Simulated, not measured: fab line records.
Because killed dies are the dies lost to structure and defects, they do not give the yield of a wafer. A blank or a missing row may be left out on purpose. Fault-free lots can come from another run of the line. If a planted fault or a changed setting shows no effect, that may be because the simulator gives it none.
A lot that was struck, set against a sound lot | flow sky130 | 29 out of 708 route steps
Sound: the wafers L946.2, L946.4, L946.6. Wafers L941.3, L941.4, L941.5 were the ones struck. At the end, the cause is stated.
Order at every step that has rows: each side's tool, ch and its chambers, its first start. Under that, the readings that differ: sound wafers | struck wafers | difference of the means | sigmas: that difference in standard deviations of wafers without a fault.
alike: readings with means less than 2 such deviations apart, plus words and numbers identical on both sides. not compared: withheld readings, readings lacking a value on some wafer, bounds such as >300 that could conceal the same value, and numbers that have no deviation in the record and whose values overlap.
A row with sigmas, a row that says differs or no value, or rows on one side alone: a step with any of these is where the two part. Non-overlapping numbers with no deviation appear without sigmas and do not part them. A reading missing from all wafers of one side parts the sides only when that side holds two or more wafers.

first, 9 steps without rows for these wafers: SKY_METAL2_DEVELOP_14 (develop time 60 s); SKY_METAL2_DESCUM_17 (chemistry O2, time 8 s); SKY_METAL2_ETCH_18 (etches BARC in N2/H2, stops on SiO2, time 45.9 s, target depth 60 nm); SKY_METAL2_METAL_ETCH_19 (etches the open film in Cl2/BCl3, stops on SiO2, target depth 360 nm, time 78 s); SKY_METAL2_STRIP_20 (strips in O2/N2); SKY_METAL2_STRIP_21 (strips in post etch residue remover, time 1200 s); SKY_METAL2_CLEAN_22 (cleans in IPA, time 180 s); SKY_METAL2_CLEAN_23 (cleans in O3/DIW); SKY_VIA2_HDPCVD_00 (deposits SiO2, target thk 1180 nm, time 202.3 s).
SKY_VIA2_CMP_02: polishes SiO2.
  sound on cmp-02 ch 1,3, day 40 06:30; struck on cmp-02 ch 1,2,3, day 39 04:07
  no value came back on the struck wafers for edge_zone_pressure_frac, head_pressure_psi (psi), motor_current_A (A), platen_rpm (rpm); on the sound wafers edge_zone_pressure_frac reads 0.999 1.001 0.995
  reading                                  | sound             | struck         | difference | sigmas
  model.SiO2_of_VIA2_HDPCVD_00.thk_nm (nm) | 495.4 495.8 495.8 | 1205 1204 1191 | +704       |
SKY_VIA2_BOW_MEAS_03:
  sound on film_metro-03 at day 40 06:49; struck on film_metro-04 at day 39 04:21
  reading       | sound    | struck      | difference | sigmas
  VIA2_BOW (um) | 84 83 81 | 121 109 108 | +30        | +4
then, 9 steps without rows for these wafers: SKY_VIA2_DEHYDRATE_04 (time 60 s); SKY_VIA2_HMDS_05 (prime time 60 s); SKY_VIA2_COAT_06 (resist thk 60 nm); SKY_VIA2_COAT_07 (resist thk 450 nm); SKY_VIA2_SOFTBAKE_08 (time 90 s); SKY_VIA2_EXPOSE_09 (exposes mask VIM2, target cd 200 nm); SKY_VIA2_PEB_10; SKY_VIA2_DEVELOP_11 (develop time 60 s); SKY_VIA2_ETCH_14 (etches BARC in N2/H2, stops on SiO2, time 45.9 s, target depth 60 nm).
SKY_VIA2_ETCH_15: etches SiO2 in C4F8/O2/Ar, stops on TiN, target depth 546 nm, time 84 s.
  sound on rie_diel-04 ch 0,1,3, day 41 07:16; struck on rie_diel-04 ch 0,1, day 40 04:46
  reading                          | sound             | struck            | difference | sigmas
  oes_product_au (a.u.)            | 0.937 0.940 0.944 | 1.641 1.627 1.625 | +0.691     | +99 or more
  model.etch.depth_nm (nm)         | 495.4 495.8 495.8 | 549 549 548.3     | +53        |
  model.VIA2.feature_depth_nm (nm) | 495.4 495.8 495.8 | 549 549 548.3     | +53        |
  alike: chamber_pressure_mTorr
  not compared: rf_hours_counter_h
then, 6 steps without rows for these wafers: SKY_VIA2_STRIP_16 (strips in O2/N2); SKY_VIA2_STRIP_17 (strips in post etch residue remover, time 1200 s); SKY_VIA2_CLEAN_18 (cleans in IPA, time 180 s); SKY_VIA2_CLEAN_19 (cleans in O3/DIW); SKY_VIA2_SPUTTER_20 (material TiN, target thk 20 nm, time 80 s); SKY_VIA2_CVD_21 (deposits W, target thk 420 nm, time 126.4 s).
SKY_VIA2_CMP_24: polishes, stops on SiO2, t overpolish 20 s, target thk 0 nm.
  sound on cmp-02 ch 0,3, day 41 08:18; struck on cmp-01 ch 0,1, day 40 05:50
  reading                                  | sound           | struck         | difference | sigmas
  model.SiO2_of_VIA2_HDPCVD_00.thk_nm (nm) | 491 491.4 491.4 | 1201 1200 1186 | +704       |
  alike: edge_zone_pressure_frac, head_pressure_psi, motor_current_A, platen_rpm
-- the record jumps here: 9 days lie between the struck wafers' starts before and after (it left off in module VIA2 and takes up again in module PAD_OPEN, whose first step shown is number 708 of the route) --
SKY_PAD_OPEN_PROBE_99:
  sound on prober-01 at day 49 18:41; struck on prober-01 at day 48 19:40
  reading                  | sound          | struck         | difference | sigmas
  defect_limited_yield (%) | 81.3 81.1 84.6 | 0 0 0          | -82        | -43
  killed_at_M0_to_M3       | 38 39 34       | 446 444 444    | +408       | +57
  killed_dies              | 92 93 76       | 492 492 492    | +405       | +44
  killed_on_rim            | 17 20 13       | 96 96 96       | +79        | +20
  sort_bin_5_function (%)  | 10.4 11.0 8.1  | 94.1 93.1 92.1 | +83.3      | +56
  sort_n_pass              | 400 399 416    | 0 0 0          | -405       | -44
  sort_yield_pct (%)       | 81.3 81.1 84.6 | 0 0 0          | -82        | -43
  alike: killed_at_M4_up, killed_at_contacts, killed_at_front_end, killed_open, killed_short, sort_bin_3_pad_short, sort_bin_6_memory

== WHERE THEY PART ==
Earliest at SKY_VIA2_CMP_02; latest, in this record, at SKY_PAD_OPEN_PROBE_99.

WHY: what had been put in by the simulator
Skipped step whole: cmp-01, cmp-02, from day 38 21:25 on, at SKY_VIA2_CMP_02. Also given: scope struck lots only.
